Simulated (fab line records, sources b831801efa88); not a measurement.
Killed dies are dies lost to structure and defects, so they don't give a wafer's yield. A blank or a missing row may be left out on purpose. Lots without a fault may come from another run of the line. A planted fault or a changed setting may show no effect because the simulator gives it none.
Which tool did it? | flow gf180mcu | 12 lots, 36 wafers sampled, at 1 step of a route of 602

WHAT THE GAUGES READ, wafer by wafer
GF_VT_IMPLANT_TW_MEAS_10.
lot  | measured     | on            | VT_IMPLANT_TW
L075 | day 5 22:41  | film_metro-04 | 571 574 571
L077 | day 6 04:30  | film_metro-02 | 561 562 560
L079 | day 6 21:06  | film_metro-02 | 566 561 565
L081 | day 7 14:43  | film_metro-04 | 569 569 569
L083 | day 8 03:11  | film_metro-01 | 553 553 552
L085 | day 8 15:28  | film_metro-01 | 554 556 554
L087 | day 8 23:53  | film_metro-02 | 557 563 559
L089 | day 9 18:44  | film_metro-02 | 561 563 561
L090 | day 10 04:10 | film_metro-04 | 575 579 575
L093 | day 10 15:10 | film_metro-02 | 555 560 557
L095 | day 11 04:01 | film_metro-01 | 554 557 555
L097 | day 11 12:28 | film_metro-01 | 557 559 561

WHICH TOOL RAN EACH LOT (tool, then ch and the chambers of the sampled wafers, then the start)
The record holds no process step before these readings.

THE ANSWER, worked out from the rows above alone
Rule: what is usual is taken from the lots themselves. Put in order of their means at a reading, lots are off if they are a third of the lots or fewer, leave a main group of 4 or more, and stand apart from it by a gap of 3 or more times the standard deviation of the main group's means; of several such gaps the widest counts. A main group whose means are all the same, to the digits that the tables above print for the reading, isn't used. A lot without any number at a reading at which 4 lots or more have one is off too. The other lots that the step has rows for count as sound.
No lot is off at any reading shown: from this, nothing can be told.

WHAT THE SIMULATOR HAD PUT IN
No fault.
